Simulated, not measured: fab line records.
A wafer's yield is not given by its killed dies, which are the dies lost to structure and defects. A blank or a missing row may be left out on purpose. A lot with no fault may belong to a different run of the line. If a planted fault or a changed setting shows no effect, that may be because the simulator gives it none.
Which tool did it? ; flow gf180mcu ; 72 wafers from 24 lots sampled at 6 of the route's 602 steps

WHAT THE GAUGES SHOWED, per wafer
GF_CONTACT_OVL_MEAS_15.
lot;measured;on;CONTACT_OVL (nm)
L074;day 16 13:37;overlay-01;-9 -5 -7
L075;day 16 18:46;overlay-02;3 1 -6
L076;day 17 05:34;overlay-02;-13 -10 -5
L077;day 17 19:46;overlay-01;-4 2 -4
L078;day 18 00:31;overlay-02;-4 -7 2
L079;day 18 04:13;overlay-02;-13 -6 1
L081;day 19 03:55;overlay-01;-9 -5 -7
L080;day 19 04:16;overlay-01;0 -4 -8
L082;day 19 10:31;overlay-01;-8 2 -5
L083;day 19 15:34;overlay-01;5 7 2
L084;day 20 15:11;overlay-01;-2 -1 7
L085;day 20 17:19;overlay-01;-6 -11 -6
L086;day 21 01:01;overlay-01;4 -4 2
L087;day 21 10:40;overlay-01;-11 -1 -9
L088;day 21 17:58;overlay-02;-5 -2 -7
L089;day 21 23:58;overlay-01;-8 -10 -3
L090;day 22 07:37;overlay-01;-1 -8 -4
L091;day 22 16:42;overlay-01;9 6 10
L092;day 23 05:03;overlay-01;-6 -13 -5
L093;day 23 07:30;overlay-01;-4 -5 4
L094;day 23 13:04;overlay-02;-9 -3 -8
L095;day 23 20:46;overlay-02;6 -6 -8
L096;day 24 02:59;overlay-01;-1 -5 -4
L097;day 24 06:01;overlay-01;-8 -6 0

GF_V4_THK_MEAS_25: measures by xrf.
lot;measured;on;V4_W_THK (nm)
L074;day 25 04:05;filmMetro-01;363 371 361
L075;day 25 05:34;filmMetro-01;369 374 366
L076;day 25 13:26;filmMetro-04;360 358 353
L077;day 26 03:41;filmMetro-01;360 355 361
L078;day 26 07:20;filmMetro-01;374 372 365
L079;day 26 22:05;filmMetro-04;351 350 358
L081;day 27 05:31;filmMetro-04;358 354 352
L080;day 27 07:04;filmMetro-04;352 358 352
L082;day 27 12:11;filmMetro-04;353 358 362
L083;day 27 16:05;filmMetro-01;363 374 373
L084;day 28 20:17;filmMetro-01;364 379 370
L085;day 28 18:27;filmMetro-01;371 378 372
L086;day 28 22:19;filmMetro-01;374 381 379
L087;day 29 03:14;filmMetro-04;364 364 359
L088;day 29 09:36;filmMetro-04;351 352 359
L089;day 29 15:06;filmMetro-04;353 353 354
L090;day 29 21:42;filmMetro-02;367 358 366
L091;day 30 13:02;filmMetro-04;348 352 349
L092;day 30 16:47;filmMetro-04;354 353 350
L093;day 30 17:24;filmMetro-04;355 353 354
L094;day 30 22:37;filmMetro-04;348 350 351
L095;day 31 04:25;filmMetro-02;361 355 357
L096;day 31 11:31;filmMetro-01;372 373 369
L097;day 31 12:14;filmMetro-04;361 361 360

GF_MIM_RS_MEAS_10: measurement is done with a four-point probe.
lot;measured;on;MIM_ALCU_RS (ohm/sq)
L074;day 25 06:00;filmMetro-01;0.1606 0.1588 0.1588
L075;day 25 06:36;filmMetro-04;0.1576 0.1582 0.1595
L076;day 25 14:13;filmMetro-04;0.1607 0.1600 0.1610
L077;day 26 04:27;filmMetro-04;0.1574 0.1583 0.1602
L078;day 26 08:07;filmMetro-01;0.1615 0.1636 0.1630
L079;day 26 22:52;filmMetro-04;0.1610 0.1633 0.1606
L081;day 27 06:17;filmMetro-04;0.1605 0.1618 0.1614
L080;day 27 07:50;filmMetro-04;0.1622 0.1591 0.1589
L082;day 27 12:58;filmMetro-03;0.1594 0.1592 0.1595
L083;day 27 16:52;filmMetro-01;0.1630 0.1629 0.1636
L084;day 28 21:04;filmMetro-03;0.1593 0.1626 0.1613
L085;day 28 19:14;filmMetro-04;0.1634 0.1619 0.1635
L086;day 28 23:05;filmMetro-03;0.1570 0.1599 0.1570
L087;day 29 04:01;filmMetro-01;0.1622 0.1633 0.1621
L088;day 29 10:22;filmMetro-03;0.1605 0.1643 0.1612
L089;day 29 15:52;filmMetro-04;0.1642 0.1629 0.1622
L090;day 29 22:30;filmMetro-04;0.1599 0.1615 0.1599
L091;day 30 13:50;filmMetro-01;0.1606 0.1613 0.1609
L092;day 30 17:38;filmMetro-04;0.1600 0.1610 0.1607
L093;day 30 18:11;filmMetro-04;0.1633 0.1611 0.1587
L094;day 30 23:37;filmMetro-04;0.1591 0.1617 0.1589
L095;day 31 05:13;filmMetro-04;0.1603 0.1609 0.1600
L096;day 31 12:19;filmMetro-04;0.1599 0.1605 0.1630
L097;day 31 13:01;filmMetro-01;0.1628 0.1622 0.1601

GF_V5_CD_MEAS_14: target cd 260 nm.
lot;measured;on;cdNm (nm)
L074;day 27 21:55;cdSem-02;261.6 260.7 260.5
L075;day 27 22:50;cdSem-02;260.3 260.1 259.2
L076;day 28 07:06;cdSem-02;260.4 260.5 261.8
L077;day 28 18:47;cdSem-01;258.5 258.7 258.7
L078;day 29 00:06;cdSem-01;259.3 260.2 259.4
L079;day 29 12:53;cdSem-02;260.2 261.2 260.8
L081;day 29 19:47;cdSem-01;260.8 260.8 261.7
L080;day 29 20:54;cdSem-01;261.7 260.5 260.4
L082;day 30 02:29;cdSem-01;260.3 259.5 259.9
L083;day 30 05:35;cdSem-01;260.2 260.1 260.2
L084;day 31 06:44;cdSem-01;260.0 260.2 259.3
L085;day 31 05:52;cdSem-01;261.2 261.2 261.7
L086;day 31 09:50;cdSem-02;258.6 257.7 257.2
L087;day 31 13:53;cdSem-02;257.2 259.9 258.2
L088;day 31 18:50;cdSem-02;259.7 259.5 260.2
L089;day 32 00:29;cdSem-02;260.9 262.9 261.1
L090;day 32 06:10;cdSem-02;260.1 260.2 260.4
L091;day 32 20:37;cdSem-02;258.4 257.7 258.2
L092;day 33 00:34;cdSem-02;261.3 260.5 261.7
L093;day 33 01:21;cdSem-02;258.2 257.5 257.9
L094;day 33 05:03;cdSem-02;259.2 259.9 259.8
L095;day 33 09:59;cdSem-02;259.8 260.0 259.7
L096;day 33 16:14;cdSem-02;259.0 260.2 260.7
L097;day 33 16:59;cdSem-02;260.2 260.8 260.0

WHAT TOOL EACH LOT RAN ON (gives the tool, then ch and the chambers of the sampled wafers, and finally the start)
lot;GF_HV_LDD_RTA_52;GF_V3_SPUTTER_22
L074;rtpAnneal-02 ch 0, day 12 19:37;pvdSputter-02, day 23 01:01
L075;rtpAnneal-02 ch 0, day 13 00:43;pvdSputter-04, day 23 05:41
L076;rtpAnneal-02 ch 0, day 13 10:30;pvdSputter-04, day 23 15:49
L077;rtpAnneal-02 ch 0, day 13 20:53;pvdSputter-01, day 24 03:22
L078;rtpAnneal-02 ch 0, day 14 01:46;pvdSputter-01, day 24 08:37
L079;rtpAnneal-02 ch 0, day 14 05:28;pvdSputter-02, day 25 01:22
L081;rtpAnneal-01 ch 0, day 15 02:13;pvdSputter-01, day 25 08:33
L080;rtpAnneal-01 ch 0, day 15 02:33;pvdSputter-04, day 25 09:19
L082;rtpAnneal-02 ch 0, day 15 08:37;pvdSputter-04, day 25 15:10
L083;rtpAnneal-01 ch 0, day 15 11:34;pvdSputter-04, day 25 19:42
L084;rtpAnneal-02 ch 0, day 16 08:28;pvdSputter-01, day 26 23:48
L085;rtpAnneal-01 ch 0, day 16 10:15;pvdSputter-02, day 26 23:36
L086;rtpAnneal-02 ch 0, day 16 18:29;pvdSputter-01, day 27 02:46
L087;rtpAnneal-02 ch 0, day 17 04:05;pvdSputter-02, day 27 07:54
L088;rtpAnneal-02 ch 0, day 17 11:43;pvdSputter-01, day 27 14:39
L089;rtpAnneal-01 ch 0, day 17 17:22;pvdSputter-02, day 27 20:48
L090;rtpAnneal-01 ch 0, day 18 01:11;pvdSputter-01, day 28 02:54
L091;rtpAnneal-02 ch 0, day 18 10:49;pvdSputter-04, day 28 18:57
L092;rtpAnneal-01 ch 0, day 18 21:38;pvdSputter-02, day 28 22:42
L093;rtpAnneal-01 ch 0, day 18 23:37;pvdSputter-02, day 28 23:34
L094;rtpAnneal-01 ch 0, day 19 07:38;pvdSputter-01, day 29 04:38
L095;rtpAnneal-02 ch 0, day 19 15:14;pvdSputter-04, day 29 11:41
L096;rtpAnneal-02 ch 0, day 20 00:49;pvdSputter-02, day 29 18:48
L097;rtpAnneal-01 ch 0, day 20 03:04;pvdSputter-04, day 29 20:08
- GF_HV_LDD_RTA_52: time 10 s.
- GF_V3_SPUTTER_22: material TiN, target thk 10 nm, time 40 s.

WHAT THE TOOLS THEMSELVES READ (means of the sampled wafers that have a number; where no wafer has one, the mark that the record gives instead)
GF_HV_LDD_RTA_52.
lot;tool;lampPowerPct (%);wafer_temp_C_max
L074;rtpAnneal-02;34.0;1003.1
L075;rtpAnneal-02;34.0;1003.5
L076;rtpAnneal-02;34.0;1002.7
L077;rtpAnneal-02;34.0;1003.0
L078;rtpAnneal-02;34.0;1002.3
L079;rtpAnneal-02;34.0;1003.1
L081;rtpAnneal-01;30.6;1004.3
L080;rtpAnneal-01;30.6;1003.7
L082;rtpAnneal-02;34.0;1002.6
L083;rtpAnneal-01;30.6;1002.9
L084;rtpAnneal-02;34.0;1003.4
L085;rtpAnneal-01;30.6;1003.0
L086;rtpAnneal-02;34.0;1003.3
L087;rtpAnneal-02;34.0;1003.7
L088;rtpAnneal-02;34.0;1003.3
L089;rtpAnneal-01;30.6;1003.9
L090;rtpAnneal-01;30.5;1003.2
L091;rtpAnneal-02;34.0;1002.4
L092;rtpAnneal-01;30.6;1003.5
L093;rtpAnneal-01;30.6;1003.1
L094;rtpAnneal-01;30.6;1003.0
L095;rtpAnneal-02;34.0;1002.7
L096;rtpAnneal-02;34.0;1002.5
L097;rtpAnneal-01;30.6;1003.2

GF_V3_SPUTTER_22.
lot;tool;throttleValvePct (%)
L074;pvdSputter-02;28.8
L075;pvdSputter-04;31.2
L076;pvdSputter-04;31.0
L077;pvdSputter-01;30.8
L078;pvdSputter-01;30.7
L079;pvdSputter-02;29.1
L081;pvdSputter-01;30.6
L080;pvdSputter-04;31.1
L082;pvdSputter-04;31.2
L083;pvdSputter-04;31.0
L084;pvdSputter-01;30.2
L085;pvdSputter-02;29.3
L086;pvdSputter-01;30.7
L087;pvdSputter-02;28.8
L088;pvdSputter-01;30.3
L089;pvdSputter-02;29.0
L090;pvdSputter-01;30.3
L091;pvdSputter-04;29.5
L092;pvdSputter-02;28.9
L093;pvdSputter-02;29.1
L094;pvdSputter-01;30.3
L095;pvdSputter-04;30.7
L096;pvdSputter-02;29.4
L097;pvdSputter-04;31.0

THE ANSWER, worked out from the rows above alone
Rule: usual is defined by the lots themselves. The widest of any qualifying gaps counts: lots, ordered by their means at a reading, are off when they make up no more than a third of the lots, leave a main group of 4 or more, and stand apart from it by 3 or more times the standard deviation of that group's means. A main group whose means are all the same, to the digits that the tables above print for the reading, isn't used. A lot without any number at a reading at which 4 lots or more have one is off too. All remaining lots with rows at the step are treated as sound. After the gauges, taken in route order, come the tools' own readings; for these a lot's mean is taken, as printed above. At the first step where some lot is off, the reading lying furthest off is the one used; lots without a number count as furthest.
No lot is off on any of the readings shown, so nothing can be concluded from this.

WHAT THE SIMULATOR HAD INSERTED
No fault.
